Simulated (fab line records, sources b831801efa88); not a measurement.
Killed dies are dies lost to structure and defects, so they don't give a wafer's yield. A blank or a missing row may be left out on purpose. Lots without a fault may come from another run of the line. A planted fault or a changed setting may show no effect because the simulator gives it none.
A struck lot beside a sound one | flow sky130 | 14 steps out of a route of 708
Sound: wafers L811.2, L811.4, L811.5. Struck: wafers L797.2, L797.4, L797.5. The cause comes at the end.
At each step with rows: each side's tool, then ch and its chambers, then its first start. Under that, the readings that differ: sound wafers | struck wafers | difference of the means | sigmas: that difference in standard deviations of wafers without a fault.
alike: readings whose means differ by less than 2 such deviations, and words and numbers that are the same on both sides. not compared: withheld readings, readings that some wafer has no value for, bounds like >300 that may hide the same value, and numbers for which the record gives no deviation and whose values overlap.
The two part at a step that has a row with sigmas, a row that says differs or no value, or rows on one side only. Numbers that don't overlap but have no deviation are shown without sigmas and don't part them. A reading that every wafer of one side lacks parts them only if that side has two wafers or more.

SKY_VIA2_CD_MEAS_12: target cd 200 nm.
  sound on cd_sem-01, day 41 08:53; struck on cd_sem-02, day 37 18:22
  alike: cd_nm
SKY_VIA2_OVL_MEAS_13:
  sound on overlay-02, day 41 08:59; struck on overlay-02, day 37 18:28
  alike: VIA2_OVL
SKY_VIA2_ETCH_14: etches BARC in N2/H2, stops on SiO2, time 45.9 s, target depth 60 nm.
  sound on rie_diel-02 ch 0,1, day 41 09:01; struck on rie_diel-01 ch 1,3, day 37 18:29
  alike: drypump_motor_current_A, oes_product_au, throttle_valve_pct
  not compared: rf_hours_counter_h
SKY_VIA2_ETCH_15: etches SiO2 in C4F8/O2/Ar, stops on TiN, target depth 546 nm, time 84 s.
  sound on rie_diel-02 ch 0,1, day 41 09:04; struck on rie_diel-01 ch 1,3, day 37 18:32
  alike: oes_product_au
  not compared: rf_hours_counter_h
SKY_VIA2_STRIP_16: strips in O2/N2.
  sound on plasma_asher-02 ch 0,1, day 41 09:08; struck on plasma_asher-04 ch 0,1, day 37 18:36
  alike: drypump_motor_current_A, oes_product_au, strip_time_to_endpoint_s
  not compared: rf_hours_counter_h
then, 3 steps without rows for these wafers: SKY_VIA2_STRIP_17 (strips in post etch residue remover, time 1200 s); SKY_VIA2_CLEAN_18 (cleans in IPA, time 180 s); SKY_VIA2_CLEAN_19 (cleans in O3/DIW).
SKY_VIA2_SPUTTER_20: material TiN, target thk 20 nm, time 80 s.
  sound on pvd_sputter-04, day 41 09:44; struck on pvd_sputter-04, day 37 19:11
  alike: throttle_valve_pct
SKY_VIA2_CVD_21: deposits W, target thk 420 nm, time 126.4 s.
  sound on cvd_w-02 ch 0,1, day 41 09:47; struck on cvd_w-02 ch 0,1, day 37 19:15
  alike: heater_power_w
  not compared: since_wet_clean_h
SKY_VIA2_RS_MEAS_22: measures by four-point-probe.
  sound on film_metro-04, day 41 09:56; struck on film_metro-03, day 37 19:24
  alike: VIA2_W_RS
SKY_VIA2_THK_MEAS_23: measures by xrf.
  sound on film_metro-04, day 41 10:03; struck on film_metro-03, day 37 19:31
  alike: VIA2_W_THK
SKY_VIA2_CMP_24: polishes, stops on SiO2, t overpolish 20 s, target thk 0 nm.
  sound on cmp-02 ch 0,1,3, day 41 10:12; struck on cmp-02 ch 0,1, day 37 19:34
  reading                | sound                | struck            | difference | sigmas
  overpolish_run_s (s)   | 20.002 19.999 20.001 | 0.027 0.043 0.029 | -19.968    | -99 or more
  time_to_endpoint_s (s) | 97 99 105            | 158 157 155       | +56        | +12
  alike: motor_current_A, retaining_ring_pressure_frac, slurry_filter_dp_kPa
-- the record jumps here: 9 days lie between the struck wafers' starts before and after (it left off in module VIA2 and takes up again in module PAD_OPEN, whose first step shown is number 708 of the route) --
SKY_PAD_OPEN_PROBE_99:
  sound on prober-02, day 49 17:54; struck on prober-01, day 46 21:04
  reading                  | sound          | struck         | difference | sigmas
  defect_limited_yield (%) | 81.9 83.5 81.3 | 0 0 0          | -82        | -43
  killed_at_M0_to_M3       | 36 50 51       | 441 457 443    | +401       | +56
  killed_dies              | 89 81 92       | 492 492 492    | +405       | +44
  killed_on_rim            | 20 17 22       | 96 96 96       | +76        | +20
  sort_bin_3_pad_short (%) | 1.8 0.6 1.6    | 81.9 85.4 83.9 | +82.4      | +99 or more
  sort_n_pass              | 403 411 400    | 0 0 0          | -405       | -44
  sort_yield_pct (%)       | 81.9 83.5 81.3 | 0 0 0          | -82        | -43
  alike: killed_at_M4_up, killed_at_contacts, killed_at_front_end, killed_at_other, killed_open, killed_short, sort_bin_5_function, sort_bin_6_memory

WHERE THEY PART
First at SKY_VIA2_CMP_24; last, within this record, at SKY_PAD_OPEN_PROBE_99.

WHY: what the simulator had put in
Process parameter drift: cmp-02, from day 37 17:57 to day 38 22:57, at SKY_VIA2_CMP_24. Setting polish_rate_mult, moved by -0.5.
